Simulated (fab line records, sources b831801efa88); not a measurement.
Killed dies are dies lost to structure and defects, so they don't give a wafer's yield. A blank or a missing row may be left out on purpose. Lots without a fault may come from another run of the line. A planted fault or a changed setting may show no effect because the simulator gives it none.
Which tool did it? | flow gf180mcu | 7 lots, 21 wafers sampled, at 2 steps of a route of 602

WHAT THE GAUGES READ, wafer by wafer
GF_V5_THK_MEAS_01.
lot  | measured     | on            | V5_CVD_00_THK (nm)
L861 | day 26 20:28 | film_metro-01 | 300 297 299
L863 | day 27 06:49 | film_metro-04 | 303 301 301
L865 | day 28 00:21 | film_metro-02 | 302 302 302
L870 | day 29 15:22 | film_metro-02 | 297 301 297
L872 | day 29 21:32 | film_metro-04 | 308 305 304
L875 | day 31 08:07 | film_metro-01 | 306 305 302
L880 | day 32 04:43 | film_metro-04 | 291 294 293

WHICH TOOL RAN EACH LOT (tool, then ch and the chambers of the sampled wafers, then the start)
lot  | GF_V4_CVD_23
L861 | cvd_w-02 ch 0,1, day 25 00:09
L863 | cvd_w-02 ch 0,1, day 25 09:57
L865 | cvd_w-02 ch 0,1, day 26 04:22
L870 | cvd_w-01 ch 0,1, day 27 23:21
L872 | cvd_w-02 ch 0,1, day 28 05:24
L875 | cvd_w-02 ch 0,1, day 29 17:44
L880 | cvd_w-02 ch 0,1, day 30 15:50
- GF_V4_CVD_23: deposits W, target thk 350 nm, time 104.9 s.

THE ANSWER, worked out from the rows above alone
Rule: what is usual is taken from the lots themselves. Put in order of their means at a reading, lots are off if they are a third of the lots or fewer, leave a main group of 4 or more, and stand apart from it by a gap of 3 or more times the standard deviation of the main group's means; of several such gaps the widest counts. A main group whose means are all the same, to the digits that the tables above print for the reading, isn't used. A lot without any number at a reading at which 4 lots or more have one is off too. The other lots that the step has rows for count as sound.
No lot is off at any reading shown: from this, nothing can be told.

WHAT THE SIMULATOR HAD PUT IN
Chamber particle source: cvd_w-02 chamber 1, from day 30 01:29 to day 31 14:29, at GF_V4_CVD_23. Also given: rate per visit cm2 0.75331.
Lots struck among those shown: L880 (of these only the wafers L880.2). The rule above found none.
